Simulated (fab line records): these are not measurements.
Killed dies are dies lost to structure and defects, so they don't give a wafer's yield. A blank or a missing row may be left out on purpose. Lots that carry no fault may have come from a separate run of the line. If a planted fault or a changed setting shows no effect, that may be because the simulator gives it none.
2 desks looking at one fault | flow gf180mcu | what lay behind the numbers comes last; until then each desk has only its own

## AT THE METROLOGY DESK
Lot by lot, what the gauges showed, no matter which tool ran the lot: averages of those sampled wafers that carry a number. The brackets show how far a lot's mean lies from the usual mean; more than 4 standard deviations puts the lot out of limits, marked OUT.
Columns: A = CONTACT_BOW at GF_CONTACT_BOW_MEAS_05, usual 67 um; B = cd_nm at GF_M1_CD_MEAS_14, usual 230.4 nm; C = V1_BOW at GF_V1_BOW_MEAS_05, usual 85 um
lot  | first seen here | A  | B               | C
L832 | day 15 02:14    | 68 | 232.1           | 93
L833 | day 15 22:05    | 58 | 232.5           | 76
L834 | day 15 22:13    | 61 | 228.0           | 86
L835 | day 16 02:03    | 64 | 228.9           | 75
L837 | day 16 23:50    | 67 | 230.0           | 85
L836 | day 17 01:16    | 67 | 231.0           | 87
L839 | day 17 20:01    | 54 | 229.5           | 74
L842 | day 18 21:14    | 69 | 232.4           | 85
L845 | day 20 00:24    | 67 | 230.4           | 86
L849 | day 21 08:56    | 64 | 177.0 (-38) OUT | 76
L851 | day 21 23:47    | 79 | 229.7           | 104
L852 | day 22 16:38    | 65 | 229.3           | 87
L853 | day 22 17:40    | 65 | 230.8           | 85
This desk's finding: out of limits on L849; first on L849, day 23 09:48 (cd_nm at GF_M1_CD_MEAS_14). In limits: L832, L833, L834, L835, L837, L836, L839, L842, L845, L851, L852, L853.

## FOR THE TOOL OWNER'S DESK: krf_scanner-01
The tool's own readings at GF_M1_EXPOSE_11 (exposes mask Metal1, target cd 230 nm): means of the sampled wafers that have a number, for each lot that ran on this tool. The brackets show how far a lot's mean lies from the usual mean; more than 4 standard deviations puts the lot out of limits, marked OUT.
Columns: A = exposure_dose_mJ_cm2 at GF_M1_EXPOSE_11, usual 27.80
lot  | first seen here | A
L832 | day 16 12:52    | 27.77
L833 | day 17 09:10    | 27.78
L835 | day 17 13:58    | 27.81
L837 | day 18 12:02    | 27.84
L836 | day 18 13:17    | 27.81
L839 | day 19 09:50    | 27.80
L845 | day 21 13:45    | 27.78
L849 | day 22 22:46    | 26.44 (-44) OUT
This desk's finding: out of limits on L849; first on L849, day 22 22:46 (exposure_dose_mJ_cm2 at GF_M1_EXPOSE_11). In limits: L832, L833, L835, L837, L836, L839, L845.

## PUT TOGETHER
On L849, at day 22 22:46, an alarm was possible from the tool owner's desk.
An alarm was possible from the metrology desk at day 23 09:48, on L849.
Of the lots named, all ran GF_M1_EXPOSE_11 on krf_scanner-01.

## WHAT THE SIMULATOR HAD PUT IN
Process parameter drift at GF_M1_EXPOSE_11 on krf_scanner-01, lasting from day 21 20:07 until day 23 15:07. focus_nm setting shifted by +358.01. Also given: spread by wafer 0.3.
Lots struck among those shown: L849.
Delay (hours) between the fault's onset and each desk's first out-of-limits reading: 27 at the tool owner's desk, 38 at the metrology desk.
